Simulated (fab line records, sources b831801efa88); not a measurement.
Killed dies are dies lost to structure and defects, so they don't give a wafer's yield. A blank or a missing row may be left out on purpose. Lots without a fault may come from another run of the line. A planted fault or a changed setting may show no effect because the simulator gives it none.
Chamber matching | flow gf180mcu | GF_V4_CVD_02 on pecvd-02: 3 sister chambers
The step deposits SiO2 from TEOS, target thk 850 nm, time 94.851 s. 22 wafers are shown with their chamber, then 11 later ones without.

WAFERS WITH THEIR CHAMBER
wafer  | chamber | heater_power_w (W)
L077.1 | 1       | 646
L077.2 | 0       | 623
L077.6 | 0       | 503
L081.1 | 2       | 575
L081.3 | 1       | 616
L081.4 | 2       | 630
L083.3 | 1       | 588
L083.5 | 1       | 636
L083.6 | 0       | 505
L085.3 | 1       | 653
L085.5 | 1       | 532
L085.6 | 0       | 591
L088.2 | 2       | 562
L088.4 | 0       | 577
L088.5 | 1       | 589
L089.1 | 1       | 650
L089.2 | 2       | 665
L089.4 | 1       | 508
L090.3 | 2       | 709
L090.4 | 2       | 573
L090.6 | 1       | 672
L092.2 | 1       | 571

SIGNATURES (means of the wafers above)
reading        | chamber 0 | chamber 1 | chamber 2 | scatter within a chamber
heater_power_w | 559.80    | 605.55    | 619.00    | 54.8
Rule: a wafer's distance from a chamber is the root of the sum, over the readings, of the square of ((its reading less the chamber's mean) divided by the reading's scatter). The wafer belongs to the nearest chamber; if the next one is less than 2 further off, it can't be placed. The scatter: the root of (the sum of the squares of (reading less its chamber's mean) over the shown wafers, divided by (wafers less chambers)).

WAFERS WITHOUT THEIR CHAMBER
wafer  | heater_power_w (W)
L092.4 | 611
L092.6 | 557
L093.2 | 625
L093.5 | 511
L093.6 | 665
L095.1 | 568
L095.2 | 607
L095.3 | 661
L095.4 | 596
L095.5 | 717
L095.6 | 635

WHICH CHAMBER EACH WENT THROUGH
wafer  | from the rows above          | in truth
L092.4 | can't be placed: 1 or 2 or 0 | 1
L092.6 | can't be placed: 0 or 1 or 2 | 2
L093.2 | can't be placed: 2 or 1 or 0 | 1
L093.5 | can't be placed: 0 or 1 or 2 | 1
L093.6 | can't be placed: 2 or 1 or 0 | 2
L095.1 | can't be placed: 0 or 1 or 2 | 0
L095.2 | can't be placed: 1 or 2 or 0 | 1
L095.3 | can't be placed: 2 or 1 or 0 | 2
L095.4 | can't be placed: 1 or 2 or 0 | 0
L095.5 | can't be placed: 2 or 1 or 0 | 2
L095.6 | can't be placed: 2 or 1 or 0 | 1
Placed correctly: 0 of 11. Can't be placed from these rows: 11 (the true chamber is among the candidates in 11). Placed wrongly: 0.
